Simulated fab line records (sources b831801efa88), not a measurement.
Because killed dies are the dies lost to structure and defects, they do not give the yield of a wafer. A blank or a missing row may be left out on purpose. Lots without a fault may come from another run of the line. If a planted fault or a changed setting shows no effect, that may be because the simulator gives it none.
Which of the tools did it?	flow gf180mcu	Sampling: 14 lots, 42 wafers, 4 of 602 route steps

## WHAT THE GAUGES SHOWED, per wafer
GF_V5_THK_MEAS_01. Usual: V5_CVD_00_THK gives 298 nm (standard deviation 4.4).
lot	measured	on	V5_CVD_00_THK (nm)	flag
L618	day 26 13:16	film metro-03	295 301 295	
L619	day 26 20:17	film metro-02	303 295 291	
L620	day 27 00:41	film metro-04	295 305 298	
L621	day 27 12:08	film metro-04	295 306 303	
L622	day 27 20:32	film metro-03	294 302 295	
L626	day 29 00:35	film metro-02	297 296 295	
L630	day 30 08:53	film metro-02	294 301 293	
L631	day 30 16:48	film metro-04	298 303 295	
L632	day 31 01:09	film metro-02	294 294 300	
L635	day 31 18:08	film metro-03	300 307 301	
L636	day 31 23:47	film metro-03	296 297 298	
L638	day 32 10:16	film metro-03	297 304 297	
L640	day 32 18:14	film metro-04	300 297 308	
L641	day 33 06:02	film metro-02	297 294 295	

GF_V5_OVL_MEAS_15. Usual: V5_OVL gives 0 nm (standard deviation 6.7).
lot	measured	on	V5_OVL (nm)	flag
L618	day 27 10:25	overlay-02	-2 -2 -8	
L619	day 27 18:01	overlay-01	-10 -6 -7	
L620	day 27 22:20	overlay-01	-14 -10 -5	
L621	day 28 11:36	overlay-02	2 4 3	
L622	day 28 15:49	overlay-02	4 0 6	
L626	day 29 20:13	overlay-02	10 10 8	
L630	day 31 03:57	overlay-01	2 5 3	
L631	day 31 10:43	overlay-01	3 4 8	
L632	day 31 19:25	overlay-02	-9 -19 -13	
L635	day 32 10:43	overlay-01	3 5 6	
L636	day 32 17:07	overlay-01	-1 -2 -2	
L638	day 33 03:34	overlay-01	-1 1 6	
L640	day 33 10:58	overlay-02	-4 -1 -4	
L641	day 33 22:09	overlay-01	3 7 6	

GF_V5_RS_MEAS_24: measures by four-point-probe. Usual: V5_W_RS gives 0.329 ohm/sq (standard deviation 0.0036).
lot	measured	on	V5_W_RS (ohm/sq)	flag
L618	day 27 11:22	film metro-02	0.330 0.326 0.328	
L619	day 27 18:59	film metro-04	0.331 0.330 0.332	
L620	day 27 23:18	film metro-03	0.330 0.330 0.326	
L621	day 28 12:32	film metro-03	0.337 0.330 0.333	
L622	day 28 16:46	film metro-03	0.338 0.331 0.334	
L626	day 29 21:17	film metro-03	0.332 0.330 0.333	
L630	day 31 04:53	film metro-02	0.332 0.334 0.333	
L631	day 31 11:43	film metro-04	0.330 0.336 0.331	
L632	day 31 20:37	film metro-02	0.328 0.327 0.327	
L635	day 32 11:40	film metro-03	0.333 0.330 0.326	
L636	day 32 18:05	film metro-03	0.326 0.332 0.327	
L638	day 33 04:31	film metro-04	0.324 0.328 0.329	
L640	day 33 11:56	film metro-03	0.330 0.332 0.325	
L641	day 33 23:07	film metro-04	0.324 0.327 0.324	

## WHICH TOOL RAN EACH LOT (tool, then ch and the chambers of the sampled wafers, then the start)
lot	GF_VT_IMPLANT_STRIP_31
L618	plasma asher-04 ch 0,1, day 6 19:32
L619	plasma asher-03 ch 0,1, day 7 03:56
L620	plasma asher-02 ch 0,1, day 7 09:43
L621	plasma asher-03 ch 0,1, day 7 15:17
L622	plasma asher-02 ch 0,1, day 7 22:35
L626	plasma asher-04 ch 0,1, day 8 23:47
L630	plasma asher-03 ch 0,1, day 10 05:05
L631	plasma asher-03 ch 0,1, day 10 12:38
L632	plasma asher-04 ch 0,1, day 10 18:46
L635	plasma asher-04 ch 0,1, day 11 12:08
L636	plasma asher-02 ch 0,1, day 12 00:07
L638	plasma asher-02 ch 0,1, day 12 10:56
L640	plasma asher-04 ch 0,1, day 13 00:47
L641	plasma asher-02 ch 0,1, day 13 07:05
- GF_VT_IMPLANT_STRIP_31: strips in O2/N2.

## WHAT THE TOOLS THEMSELVES READ (means of the sampled wafers that have a number; where no wafer has one, the mark that the record gives instead)
GF_VT_IMPLANT_STRIP_31. Usual: drypump motor current A 5.6 A, standard deviation 0.46; heater power w 353 W, standard deviation 36; oes product au 0.716 a.u., standard deviation 0.0049; strip time to endpoint s 12.638 s, standard deviation 0.028.
lot	tool	drypump motor current A (A)	heater power w (W)	oes product au (a.u.)	strip time to endpoint s (s)	flag
L618	plasma asher-04	6.1	306	0.712	12.670	
L619	plasma asher-03	5.6	393	0.712	12.653	
L620	plasma asher-02	5.7	337	0.711	12.640	
L621	plasma asher-03	5.6	389	0.713	12.674	
L622	plasma asher-02	5.7	338	0.716	12.630	
L626	plasma asher-04	6.1	314	0.721	12.608	
L630	plasma asher-03	5.2	377	0.715	12.637	
L631	plasma asher-03	5.2	373	0.720	12.623	
L632	plasma asher-04	6.0	321	0.716	12.700	
L635	plasma asher-04	6.1	305	0.719	12.641	
L636	plasma asher-02	5.7	346	0.717	12.602	
L638	plasma asher-02	5.7	341	0.717	12.652	
L640	plasma asher-04	6.1	306	0.720	12.614	
L641	plasma asher-02	5.7	346	0.719	12.626	

## THE ANSWER, worked out from the rows above alone
Rule: take the mean of a lot's wafers that have a number; if it is more than 3 standard deviations from the usual mean, the lot is off. Also off: a lot with no number at a reading for which 4 or more lots have one. Where the step has rows for the other lots, those lots are counted as sound. Order of review: gauges by route order, followed by the tools' own readings, for which a lot's mean as printed above is used. At the first step where some lot is off, the reading lying furthest off is the one used; lots without a number count as furthest.
Across all readings shown, no lot is off: no conclusion can be drawn from this.

## WHAT HAD BEEN PUT IN BY THE SIMULATOR
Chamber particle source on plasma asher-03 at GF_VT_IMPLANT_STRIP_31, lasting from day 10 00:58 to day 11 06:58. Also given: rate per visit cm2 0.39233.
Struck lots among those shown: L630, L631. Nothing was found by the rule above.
